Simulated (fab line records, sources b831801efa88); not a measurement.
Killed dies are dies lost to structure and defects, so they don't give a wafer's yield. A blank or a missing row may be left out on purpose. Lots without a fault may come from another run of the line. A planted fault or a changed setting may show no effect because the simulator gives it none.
fab line records | flow sky130
record lots=6 wafers=18 last_day=50
route steps=708 shown LOCAL_INTERCONNECT@389 PAD_OPEN@708
lots that met no fault: from a run of the same line without faults
start_h: hours from the record's first day to the start of the lot's first wafer shown | wait_h: hours since the lot's step before | " the same as in the row above | L1.1+2: a row that stands for several wafers | - no value, or no start given | * or withheld: withheld | < > ~ a bound
route shown NAME@n: a module of which the file shows steps, and the number in the route of the first | usual: mean/standard deviation of fault-free wafers | same: alike in all rows | chamber/n: place in a boat | sites: the reading at each site | _std_site: their standard deviation | _edge_site: outer sites' mean less inner sites' | radius_mm: how far each site lies from the wafer's centre | mask NAME#n: copy n | behind: the tool/chamber that last shaped the wafer | hold: why the lot was held/for how many hours/how that ended | device: the transistor (n, p or np) that didn't switch | end of line: the same wafers' tests at the end of the route | a step without rows: its recipe alone | killed: dies lost to structure and defects at the first sort, not the wafer's yield | map: a wafer's dies, x killed, . not, _ none there
set.NAME: the setting as run; set.NAME@STEP: as run at that earlier step | model.NAME: the simulator's own value behind a step, which no gauge read
lots at some steps of the route; a table a step, a row a wafer
services: from which hour (start_h, from the record's first day; less than 0 if before it) a tool's chamber was out of use, for how many hours, and why
## steps
# step SKY_LOCAL_INTERCONNECT_THK_MEAS_02
# recipe thk_meas_gauge=xrf reads=TiN_of_LOCAL_INTERCONNECT_SPUTTER_00
# usual LOCAL_INTERCONNECT_TIN_THK=97.9/1.2
# columns lot.wafer tool chamber start_h wait_h LOCAL_INTERCONNECT_TIN_THK[nm]
L694.2 film_metro-03 - 731.78 0.1 98.5
L694.5 " - " " 98.1
L694.6 " - " " 96.9
L700.1 film_metro-03 - 783.22 0.1 96.8
L700.3 " - " " 96.2
L700.4 " - " " 96.1
L701.1 film_metro-03 - 787.74 0.1 99.6
L701.3 " - " " 98.4
L701.6 " - " " 97.9
L704.1 film_metro-02 - 811.97 0.1 99.3
L704.2 " - " " 97.8
L704.4 " - " " 99.5
L710.1 film_metro-02 - 845.42 0.1 99.1
L710.2 " - " " 97.8
L710.6 " - " " 99.0
L711.1 film_metro-03 - 854.42 0.1 98.9
L711.2 " - " " 99.6
L711.6 " - " " 99.4
# step SKY_LOCAL_INTERCONNECT_DEHYDRATE_03
# recipe temp_c=200 time_s=60
# step SKY_LOCAL_INTERCONNECT_HMDS_04
# recipe prime_time_s=60 prime_temp_c=120
# step SKY_LOCAL_INTERCONNECT_COAT_05
# recipe resist=BARC temp_c=withheld time_s=withheld spin_rpm=3000 resist_thk_nm=60
# step SKY_LOCAL_INTERCONNECT_COAT_06
# recipe resist=KrF-thick spin_rpm=3000 resist_thk_nm=450
# step SKY_LOCAL_INTERCONNECT_SOFTBAKE_07
# recipe temp_c=100 time_s=90 resist=KrF-thick
# step SKY_LOCAL_INTERCONNECT_EXPOSE_08
# recipe mask_id=LI1M na=0.8 source_shape=annular sigma_inner=0.55 sigma_outer=0.85 target_cd_nm=170 dose_mj=28
# step SKY_LOCAL_INTERCONNECT_PEB_09
# recipe peb_temp_c=withheld peb_time_s=withheld resist=KrF-thick
# step SKY_LOCAL_INTERCONNECT_DEVELOP_10
# recipe develop_time_s=60 resist=KrF-thick dev_temp_c=21
# step SKY_LOCAL_INTERCONNECT_CD_MEAS_11
# recipe target_cd_nm=170
# usual cd_nm=169.8/1.8
# columns lot.wafer tool chamber start_h wait_h cd_nm
L694.2 cd_sem-02 - 758.58 - 169.3
L694.5 " - " " 169.3
L694.6 " - " " 168.2
L700.1 cd_sem-02 - 809.21 - 168.5
L700.3 " - " " 170.9
L700.4 " - " " 171.4
L701.1 cd_sem-02 - 814.00 - 168.7
L701.3 " - " " 168.9
L701.6 " - " " 170.6
L704.1 cd_sem-02 - 838.25 - 170.7
L704.2 " - " " 171.0
L704.4 " - " " 169.7
L710.1 cd_sem-01 - 870.57 - 169.9
L710.2 " - " " 168.8
L710.6 " - " " 169.8
L711.1 cd_sem-02 - 880.22 - 169.9
L711.2 " - " " 169.5
L711.6 " - " " 168.6
# step SKY_LOCAL_INTERCONNECT_OVL_MEAS_12
# usual LOCAL_INTERCONNECT_OVL=4/6
# columns lot.wafer tool chamber start_h wait_h LOCAL_INTERCONNECT_OVL[nm]
L694.2 overlay-01 - 758.69 0.1 0
L694.5 " - " " 0
L694.6 " - " " 2
L700.1 overlay-01 - 809.33 0.1 2
L700.3 " - " " 5
L700.4 " - " " 6
L701.1 overlay-02 - 814.12 0.1 8
L701.3 " - " " 13
L701.6 " - " " 1
L704.1 overlay-02 - 838.37 0.1 6
L704.2 " - " " 6
L704.4 " - " " 9
L710.1 overlay-02 - 870.69 0.1 10
L710.2 " - " " 7
L710.6 " - " " 3
L711.1 overlay-02 - 880.34 0.1 11
L711.2 " - " " 2
L711.6 " - " " 5
# step SKY_LOCAL_INTERCONNECT_ETCH_13
# recipe chemistry=N2/H2 target=BARC ion_energy_ev=200 bias_w=100 pressure_mtorr=30 n2_flow_sccm=100 h2_flow_sccm=200 icp_w=515.1 stop_on=SiO2 time_s=45.9 target_depth_a=600
# usual bias_w=99.91/0.28 drypump_motor_current_A=5.5/0.37 oes_product_au=0.854/0.005 rf_fwd_power_W=510.5/1.6 throttle_valve_pct=13.224/0.0086
# columns lot.wafer tool chamber start_h wait_h bias_w drypump_motor_current_A oes_product_au rf_fwd_power_W rf_hours_counter_h throttle_valve_pct
L694.2 rie_metal-04 1 758.72 0.0 99.46 4.9 0.855 508.7 7 13.223
L694.5 " 1 " " 99.68 4.9 0.852 506.9 - 13.228
L694.6 " 0 " " 100.19 5.6 0.851 508.9 - 13.226
L700.1 rie_metal-03 0 809.37 0.0 99.56 5.2 0.853 511.4 7 13.238
L700.3 " 1 " " 100.20 6.0 0.865 514.8 - 13.225
L700.4 " 0 " " 99.96 5.2 0.853 510.3 - 13.237
L701.1 rie_metal-03 0 814.16 0.0 100.17 5.2 0.852 511.2 7 13.233
L701.3 " 1 " " 99.87 6.0 0.857 511.6 - 13.236
L701.6 " 1 " " 99.53 6.0 0.858 512.6 - 13.209
L704.1 rie_metal-03 1 838.41 0.0 99.81 6.0 0.854 513.3 14 13.218
L704.2 " 0 " " 99.88 5.2 0.852 511.3 8 13.228
L704.4 " 0 " " 100.55 5.1 0.849 509.7 - 13.245
L710.1 rie_metal-03 0 870.73 0.0 99.88 5.1 0.847 511.0 9 13.233
L710.2 " 1 " " 99.57 6.0 0.862 509.4 15 13.222
L710.6 " 1 " " 99.94 6.0 0.849 510.3 - 13.228
L711.1 rie_metal-03 0 880.38 0.0 99.89 5.2 0.863 512.7 10 13.222
L711.2 " 0 " " 100.28 5.1 0.863 511.2 - 13.230
L711.6 " 0 " " 99.57 5.2 0.858 514.0 - 13.223
# step SKY_LOCAL_INTERCONNECT_METAL_ETCH_14
# recipe target_depth_nm=110 stop_on=PSG chemistry=Cl2/BCl3 target=TiN resist_sidewall_deg=88 pressure_mtorr=10 icp_w=900 bias_w=48.5 Cl2_flow_sccm=60 bcl3_flow_sccm=30 time_s=31.4
# usual bias_w=48.50/0.15 drypump_motor_current_A=5.4/0.36 oes_product_au=0.941/0.0086 rf_fwd_power_W=890/3.4 throttle_valve_pct=21.902/0.0098
# columns lot.wafer tool chamber start_h wait_h bias_w drypump_motor_current_A oes_product_au rf_fwd_power_W rf_hours_counter_h throttle_valve_pct model.LOCAL_INTERCONNECT.feature_depth_nm model.etch.depth_nm model.KrF-thick_of_LOCAL_INTERCONNECT_COAT_06.thk_nm
L694.2 rie_metal-04 1 758.78 0.0 48.48 4.9 0.942 890 7 21.901 100.3 100.3 345.9
L694.5 " 1 " " 48.37 5.0 0.944 888 - 21.902 100.4 100.4 344.2
L694.6 " 0 " " 48.60 5.5 0.936 881 - 21.901 98.96 98.96 345.4
L700.1 rie_metal-03 0 809.43 0.0 48.50 5.2 0.934 890 7 21.897 99.12 99.12 352.1
L700.3 " 1 " " 48.57 6.0 0.929 893 - 21.909 98.66 98.66 349.5
L700.4 " 0 " " 48.39 5.2 0.937 893 - 21.911 99.08 99.08 350.9
L701.1 rie_metal-03 0 814.22 0.0 48.45 5.2 0.948 887 7 21.908 101.8 101.8 349.2
L701.3 " 1 " " 48.19 6.0 0.943 890 - 21.908 101.1 101.1 347.9
L701.6 " 1 " " 48.35 6.0 0.945 892 - 21.925 100.6 100.6 347.7
L704.1 rie_metal-03 1 838.47 0.0 48.45 6.0 0.946 896 14 21.890 101.9 101.9 348.9
L704.2 " 0 " " 48.58 5.2 0.943 893 8 21.909 100.7 100.7 349.7
L704.4 " 0 " " 48.66 5.2 0.955 891 - 21.901 102.4 102.4 350.9
L710.1 rie_metal-03 0 870.79 0.0 48.38 5.1 0.888 750 9 21.951 91.92 91.92 357.2
L710.2 " 1 " " 48.51 6.0 0.939 892 15 21.892 99.96 99.96 351
L710.6 " 1 " " 48.67 6.0 0.948 894 - 21.893 101.2 101.2 348.1
L711.1 rie_metal-03 0 880.50 0.1 48.55 5.2 0.903 749 10 21.944 92.89 92.89 354
L711.2 " 0 " " 48.52 5.2 0.907 751 - 21.922 93.24 93.24 351.7
L711.6 " 0 " " 48.37 5.1 0.907 749 - 21.940 92.67 92.67 353.5
# step SKY_LOCAL_INTERCONNECT_STRIP_15
# recipe chemistry=O2/N2 power_w=1400 pressure_mtorr=1500 platen_temp_c=withheld o2_flow_sccm=3000 n2_flow_sccm=300 overash_fraction=0.5
# usual drypump_motor_current_A=5.6/0.47 oes_product_au=0.426/0.0045 strip_time_to_endpoint_s=4.713/0.024
# same overash_fraction=0.5
# columns lot.wafer tool chamber start_h wait_h drypump_motor_current_A oes_product_au rf_hours_counter_h strip_time_to_endpoint_s
L694.2 plasma_asher-01 1 758.83 0.0 6.5 0.420 62 4.688
L694.5 " 1 " " 6.5 0.424 - 4.679
L694.6 " 0 " " 5.3 0.429 - 4.679
L700.1 plasma_asher-03 1 809.48 0.0 5.2 0.427 38 4.757
L700.3 " 1 " " 5.1 0.422 - 4.722
L700.4 " 0 " " 5.6 0.430 - 4.727
L701.1 plasma_asher-02 0 814.27 0.0 5.4 0.427 7 4.739
L701.3 " 1 " " 6.1 0.418 - 4.706
L701.6 " 1 " " 6.0 0.426 - 4.716
L704.1 plasma_asher-02 1 838.53 0.0 6.0 0.423 10 4.738
L704.2 " 0 " " 5.4 0.422 10 4.745
L704.4 " 1 " " 6.1 0.427 - 4.738
L710.1 plasma_asher-01 1 870.84 0.0 6.5 0.431 72 4.786
L710.2 " 0 " " 5.3 0.423 72 4.753
L710.6 " 0 " " 5.3 0.424 - 4.713
L711.1 plasma_asher-03 1 880.61 0.1 5.1 0.432 46 4.767
L711.2 " 0 " " 5.6 0.424 46 4.766
L711.6 " 0 " " 5.6 0.432 - 4.782
# step SKY_LOCAL_INTERCONNECT_STRIP_16
# recipe chemistry=post_etch_residue_remover time_s=1200 temp_c=72.5
# step SKY_PAD_OPEN_PROBE_99
# usual killed_at_M0_to_M3=42/7.2 killed_at_M4_up=3.5/1.8 killed_at_contacts=25/5.7 killed_at_front_end=16/4.6 killed_at_other=0.2/0.41 killed_dies=86/9.3 killed_on_rim=17/3.9 killed_open=47/6.3 killed_short=39/5.9
# same gross_dies=492 killed_at_back_side=0
# columns lot.wafer tool chamber start_h wait_h killed_at_M0_to_M3 killed_at_M4_up killed_at_contacts killed_at_front_end killed_at_other killed_dies killed_on_rim killed_open killed_short
L694.2 prober-01 - 1115.98 0.1 39 3 30 9 0 81 13 45 36
L694.5 prober-01 - 1116.13 0.2 40 8 35 19 1 103 18 57 46
L694.6 prober-01 - 1116.18 0.2 42 2 31 14 0 89 19 43 46
L700.1 prober-01 - 1151.99 0.1 35 4 28 8 0 75 16 42 33
L700.3 prober-01 - 1152.09 0.2 39 3 31 13 0 86 18 44 42
L700.4 prober-01 - 1152.14 0.2 52 3 23 13 0 91 14 56 35
L701.1 prober-02 - 1155.80 0.1 54 3 26 22 0 105 27 63 42
L701.3 prober-02 - 1155.90 0.2 40 3 27 15 0 85 14 50 35
L701.6 prober-02 - 1156.05 0.2 55 2 20 18 0 95 20 42 53
L704.1 prober-01 - 1171.65 0.1 45 3 34 13 0 95 24 52 43
L704.2 prober-01 - 1171.70 0.1 45 5 25 15 0 90 16 43 47
L704.4 prober-01 - 1171.80 0.2 38 5 30 13 0 86 20 49 37
L710.1 prober-01 - 1193.59 0.1 31 3 441 17 0 492 96 41 37
L710.2 prober-01 - 1193.64 0.1 46 0 28 15 0 89 15 50 39
L710.6 prober-01 - 1193.84 0.2 40 3 23 10 0 76 15 45 31
L711.1 prober-02 - 1200.62 0.1 29 3 449 11 0 492 96 38 24
L711.2 prober-02 - 1200.67 0.1 28 4 446 14 0 492 96 42 30
L711.6 prober-02 - 1200.87 0.2 18 4 454 16 0 492 96 34 26
# killed by level:class
L694.2 CONTACT:geometric_particle:open=12 CONTACT:geometric_particle:short=8 VIA3:geometric_particle:open=8 VIA2:geometric_particle:open=7 VIA1:geometric_particle:open=6 LI_CONTACT:geometric_particle:open=5 LOCAL_INTERCONNECT:geometric_particle:short=4 METAL2:geometric_particle:short=4
L694.5 CONTACT:geometric_particle:open=14 VIA1:geometric_particle:open=11 LI_CONTACT:geometric_particle:open=10 FIELD_ISO:geometric_particle:short=8 METAL2:geometric_particle:short=8 METAL4:geometric_particle:short=7 LOCAL_INTERCONNECT:geometric_particle:short=7 VIA2:geometric_particle:open=6
L694.6 LI_CONTACT:geometric_particle:open=12 CONTACT:geometric_particle:open=9 VIA2:geometric_particle:short=7 VIA3:geometric_particle:open=7 CONTACT:geometric_particle:short=6 METAL3:geometric_particle:short=6 VIA3:geometric_particle:short=5 SPACER:geometric_particle:short=4
L700.1 VIA1:geometric_particle:open=9 LI_CONTACT:geometric_particle:open=9 CONTACT:geometric_particle:open=9 VIA3:geometric_particle:short=6 LI_CONTACT:geometric_particle:short=5 CONTACT:geometric_particle:short=5 VIA3:geometric_particle:open=5 FIELD_ISO:geometric_particle:short=4
L700.3 CONTACT:geometric_particle:open=9 VIA3:geometric_particle:open=7 LOCAL_INTERCONNECT:geometric_particle:short=7 FIELD_ISO:geometric_particle:open=6 VIA1:geometric_particle:short=6 VIA1:geometric_particle:open=6 FIELD_ISO:geometric_particle:short=5 LI_CONTACT:geometric_particle:open=5
L700.4 VIA2:geometric_particle:open=15 CONTACT:geometric_particle:open=10 VIA1:geometric_particle:open=8 VIA3:geometric_particle:open=6 METAL1:geometric_particle:short=6 LI_CONTACT:geometric_particle:open=5 FIELD_ISO:geometric_particle:open=4 METAL2:geometric_particle:short=4
L701.1 VIA1:geometric_particle:open=16 METAL1:geometric_particle:short=12 LI_CONTACT:geometric_particle:open=11 CONTACT:geometric_particle:open=9 METAL2:geometric_particle:short=7 FIELD_ISO:geometric_particle:open=6 FIELD_ISO:geometric_particle:short=6 VIA2:geometric_particle:open=5
L701.3 CONTACT:geometric_particle:open=11 LI_CONTACT:geometric_particle:open=8 VIA2:geometric_particle:open=8 METAL2:geometric_particle:short=8 FIELD_ISO:geometric_particle:open=6 CONTACT:geometric_particle:short=5 FIELD_ISO:geometric_particle:short=4 VIA1:geometric_particle:open=4
L701.6 METAL2:geometric_particle:short=10 VIA1:geometric_particle:open=9 METAL1:geometric_particle:short=9 VIA3:geometric_particle:open=8 CONTACT:geometric_particle:short=6 FIELD_ISO:geometric_particle:short=5 LI_CONTACT:geometric_particle:open=5 VIA2:geometric_particle:open=5
L704.1 CONTACT:geometric_particle:open=14 VIA1:geometric_particle:open=13 LI_CONTACT:geometric_particle:open=7 VIA1:geometric_particle:short=7 VIA2:geometric_particle:open=7 CONTACT:geometric_particle:short=6 METAL2:geometric_particle:short=6 FIELD_ISO:geometric_particle:short=4
L704.2 VIA2:geometric_particle:open=8 VIA3:geometric_particle:open=7 VIA1:geometric_particle:open=7 LI_CONTACT:geometric_particle:short=6 LI_CONTACT:geometric_particle:open=6 CONTACT:geometric_particle:open=6 VIA1:geometric_particle:short=6 VIA3:geometric_particle:short=6
L704.4 LI_CONTACT:geometric_particle:open=10 CONTACT:geometric_particle:open=9 VIA3:geometric_particle:open=7 VIA3:geometric_particle:short=7 VIA1:geometric_particle:open=6 VIA2:geometric_particle:open=6 POLY_GATE:geometric_particle:open=5 POLY_GATE:geometric_particle:short=4
L710.1 LOCAL_INTERCONNECT:area_etch=414 CONTACT:geometric_particle:open=11 LI_CONTACT:geometric_particle:open=8 FIELD_ISO:geometric_particle:short=6 VIA1:geometric_particle:open=6 VIA2:geometric_particle:open=6 METAL2:geometric_particle:short=5 POLY_GATE:geometric_particle:open=4
L710.2 VIA1:geometric_particle:open=13 CONTACT:geometric_particle:open=13 VIA3:geometric_particle:open=6 LI_CONTACT:geometric_particle:open=6 METAL1:geometric_particle:short=6 METAL2:geometric_particle:short=6 FIELD_ISO:geometric_particle:short=5 LOCAL_INTERCONNECT:geometric_particle:short=5
L710.6 VIA2:geometric_particle:open=9 LI_CONTACT:geometric_particle:open=8 CONTACT:geometric_particle:open=8 VIA1:geometric_particle:short=6 VIA1:geometric_particle:open=6 VIA3:geometric_particle:open=6 LI_CONTACT:geometric_particle:short=3 METAL1:geometric_particle:short=3
L711.1 LOCAL_INTERCONNECT:area_etch=430 VIA1:geometric_particle:open=8 LI_CONTACT:geometric_particle:open=7 CONTACT:geometric_particle:open=5 VIA3:geometric_particle:open=5 FIELD_ISO:geometric_particle:open=4 POLY_GATE:geometric_particle:open=4 LI_CONTACT:geometric_particle:short=4
L711.2 LOCAL_INTERCONNECT:area_etch=420 VIA2:geometric_particle:open=9 LI_CONTACT:geometric_particle:open=8 CONTACT:geometric_particle:short=8 VIA1:geometric_particle:open=8 CONTACT:geometric_particle:open=7 POLY_GATE:geometric_particle:short=6 METAL1:geometric_particle:short=5
L711.6 LOCAL_INTERCONNECT:area_etch=432 VIA3:geometric_particle:open=7 LI_CONTACT:geometric_particle:open=6 CONTACT:geometric_particle:open=6 FIELD_ISO:geometric_particle:open=4 POLY_GATE:geometric_particle:short=4 LOCAL_INTERCONNECT:geometric_particle:short=4 METAL4:geometric_particle:short=4
# map L710.1 (x killed, . not)
__________xxxxxxxxxx_________
________xxxxxxxxxxxxxx_______
______xxxxxxxxxxxxxxxxxx_____
_____xxxxxxxxxxxxxxxxxxxx____
____xxxxxxxxxxxxxxxxxxxxxx___
___xxxxxxxxxxxxxxxxxxxxxxxx__
__xxxxxxxxxxxxxxxxxxxxxxxxxx_
_xxxxxxxxxxxxxxxxxxxxxxxxxxxx
_xxxxxxxxxxxxxxxxxxxxxxxxxxxx
_xxxxxxxxxxxxxxxxxxxxxxxxxxxx
_xxxxxxxxxxxxxxxxxxxxxxxxxxxx
_xxxxxxxxxxxxxxxxxxxxxxxxxxxx
_xxxxxxxxxxxxxxxxxxxxxxxxxxxx
_xxxxxxxxxxxxxxxxxxxxxxxxxxxx
_xxxxxxxxxxxxxxxxxxxxxxxxxxxx
__xxxxxxxxxxxxxxxxxxxxxxxxxx_
___xxxxxxxxxxxxxxxxxxxxxxxx__
____xxxxxxxxxxxxxxxxxxxxxx___
_____xxxxxxxxxxxxxxxxxxxx____
______xxxxxxxxxxxxxxxxxx_____
________xxxxxxxxxxxxxx_______
__________xxxxxxxxxx_________
# map L711.1 (x killed, . not)
__________xxxxxxxxxx_________
________xxxxxxxxxxxxxx_______
______xxxxxxxxxxxxxxxxxx_____
_____xxxxxxxxxxxxxxxxxxxx____
____xxxxxxxxxxxxxxxxxxxxxx___
___xxxxxxxxxxxxxxxxxxxxxxxx__
__xxxxxxxxxxxxxxxxxxxxxxxxxx_
_xxxxxxxxxxxxxxxxxxxxxxxxxxxx
_xxxxxxxxxxxxxxxxxxxxxxxxxxxx
_xxxxxxxxxxxxxxxxxxxxxxxxxxxx
_xxxxxxxxxxxxxxxxxxxxxxxxxxxx
_xxxxxxxxxxxxxxxxxxxxxxxxxxxx
_xxxxxxxxxxxxxxxxxxxxxxxxxxxx
_xxxxxxxxxxxxxxxxxxxxxxxxxxxx
_xxxxxxxxxxxxxxxxxxxxxxxxxxxx
__xxxxxxxxxxxxxxxxxxxxxxxxxx_
___xxxxxxxxxxxxxxxxxxxxxxxx__
____xxxxxxxxxxxxxxxxxxxxxx___
_____xxxxxxxxxxxxxxxxxxxx____
______xxxxxxxxxxxxxxxxxx_____
________xxxxxxxxxxxxxx_______
__________xxxxxxxxxx_________
## services
# columns tool chamber start_h hours kind
plasma_asher-02 0 742.75 - clean
plasma_asher-02 1 742.75 - clean
rie_metal-03 - 783.10 0.2 repair
plasma_asher-01 - 785.34 11.6 repair
rie_metal-03 1 817.14 2.1 repair
plasma_asher-01 - 829.82 3.3 repair
rie_metal-03 - 843.10 1.4 pm
rie_metal-04 1 846.61 29.5 repair
rie_metal-03 1 871.88 25.6 repair
## key
first_sign step=SKY_LOCAL_INTERCONNECT_METAL_ETCH_14 reading=rf_fwd_power_W direction=down sigmas=41 usual=890 struck=750
effect step=SKY_LOCAL_INTERCONNECT_METAL_ETCH_14 reading=oes_product_au direction=down sigmas=4.6 usual=0.941 struck=0.901
effect step=SKY_LOCAL_INTERCONNECT_STRIP_15 reading=strip_time_to_endpoint_s direction=up sigmas=2.6 usual=* struck=*
effect step=SKY_PAD_OPEN_PROBE_99 reading=killed_at_contacts direction=up sigmas=75 usual=25 struck=448
model_effect step=SKY_LOCAL_INTERCONNECT_METAL_ETCH_14 value=LOCAL_INTERCONNECT.feature_depth_nm without=101.6 struck=92.68
more_kills_born_at SKY_LOCAL_INTERCONNECT_METAL_ETCH_14@rie_metal-03=1696
met_at SKY_LOCAL_INTERCONNECT_METAL_ETCH_14
struck_wafers L710.1,L711.1,L711.2,L711.6
later_rows_left_out L710.1,L711.1,L711.2,L711.6
tester_left_out L710,L711
onset_between 838.47 870.79
fault kind=process_parameter_drift tool=rie_metal-03 chamber=0 onset_h=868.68 steps=SKY_LOCAL_INTERCONNECT_METAL_ETCH_14 channel=icp_w offset=-144 shape=step end_h=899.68 acts_in=these_recipes_only stated=900
# tester_left_out: of these lots the tester's yield and bins aren't shown, on N5 and GAA mostly nor the transistor test; their killed dies are dies lost to structure and defects alone, not to doping, threshold or leakage, so they don't give the yield
# later_rows_left_out: the simulator's readings of these wafers behind a module that went badly wrong aren't trusted and aren't shown, but for the sort
